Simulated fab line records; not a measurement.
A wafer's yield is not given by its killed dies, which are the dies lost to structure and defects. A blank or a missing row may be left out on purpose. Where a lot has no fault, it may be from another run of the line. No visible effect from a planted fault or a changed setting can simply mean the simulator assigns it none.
Which of the tools did it? | flow gf180mcu | 33 wafers from 11 lots sampled at 3 of the route's 602 steps

## WHAT EACH GAUGE READ, for each wafer
GF_CONTACT_RS_MEAS_25: the measuring method here is four-point-probe.
lot  | measured     | on            | CONTACT_W_RS (ohm/sq)
L405 | day 16 14:17 | film_metro-03 | 0.380 0.378 0.387
L410 | day 18 17:36 | film_metro-01 | 0.469 0.468 0.465
L411 | day 18 21:54 | film_metro-03 | 0.456 0.459 0.464
L418 | day 21 08:32 | film_metro-01 | 0.381 0.377 0.380
L419 | day 21 15:37 | film_metro-04 | 0.384 0.388 0.386
L420 | day 22 00:55 | film_metro-04 | 0.387 0.383 0.383
L422 | day 22 15:53 | film_metro-03 | 0.385 0.385 0.382
L423 | day 22 23:58 | film_metro-01 | 0.383 0.385 0.386
L424 | day 23 11:25 | film_metro-03 | 0.381 0.386 0.375
L426 | day 23 17:49 | film_metro-01 | 0.378 0.382 0.381
L427 | day 24 07:46 | film_metro-03 | 0.377 0.380 0.379

## WHICH TOOL RAN EACH LOT (tool, then ch and the chambers of the sampled wafers, then the start)
lot  | GF_SALICIDE_RTA_06               | GF_CONTACT_CVD_24
L405 | rtp_anneal-01 ch 0, day 15 14:38 | cvd_w-02 ch 0,1, day 16 14:10
L410 | rtp_anneal-02 ch 0, day 17 16:34 | cvd_w-02 ch 0,1, day 18 17:29
L411 | rtp_anneal-01 ch 0, day 17 20:06 | cvd_w-02 ch 0,1, day 18 21:47
L418 | rtp_anneal-01 ch 0, day 20 07:10 | cvd_w-01 ch 0,1, day 21 08:25
L419 | rtp_anneal-01 ch 0, day 20 14:32 | cvd_w-01 ch 0,1, day 21 15:30
L420 | rtp_anneal-01 ch 0, day 20 23:23 | cvd_w-01 ch 0,1, day 22 00:49
L422 | rtp_anneal-02 ch 0, day 21 15:19 | cvd_w-01 ch 0,1, day 22 15:46
L423 | rtp_anneal-02 ch 0, day 21 22:56 | cvd_w-01 ch 0,1, day 22 23:51
L424 | rtp_anneal-02 ch 0, day 22 10:17 | cvd_w-01 ch 0,1, day 23 11:17
L426 | rtp_anneal-02 ch 0, day 22 16:38 | cvd_w-02 ch 0,1, day 23 17:43
L427 | rtp_anneal-02 ch 0, day 23 07:37 | cvd_w-02 ch 0,1, day 24 07:39
- GF_SALICIDE_RTA_06: time 30 s.
- GF_CONTACT_CVD_24: deposits W, target thk 300 nm, time 90.339 s.

## THE ANSWER, worked out from the rows above alone
Rule: what is usual is taken from the lots themselves. The widest of any qualifying gaps counts: lots, ordered by their means at a reading, are off when they make up no more than a third of the lots, leave a main group of 4 or more, and stand apart from it by 3 or more times the standard deviation of that group's means. A main group whose means are all the same, to the digits that the tables above print for the reading, isn't used. A lot without any number at a reading at which 4 lots or more have one is off too. Any other lot the step has rows for is counted as sound.
Off: L410, L411, seen at GF_CONTACT_RS_MEAS_25 (CONTACT_W_RS). Mean 0.382 ohm/sq and standard deviation 0.0025 in the main group.
If a tool, at a process step before that reading, ran all the lots that are off and no sound lot after the first of them, it fits. The gauges at GF_CONTACT_RS_MEAS_25 are tried like those tools. Of those tried, none fits.

## WHAT THE SIMULATOR HAD INSERTED
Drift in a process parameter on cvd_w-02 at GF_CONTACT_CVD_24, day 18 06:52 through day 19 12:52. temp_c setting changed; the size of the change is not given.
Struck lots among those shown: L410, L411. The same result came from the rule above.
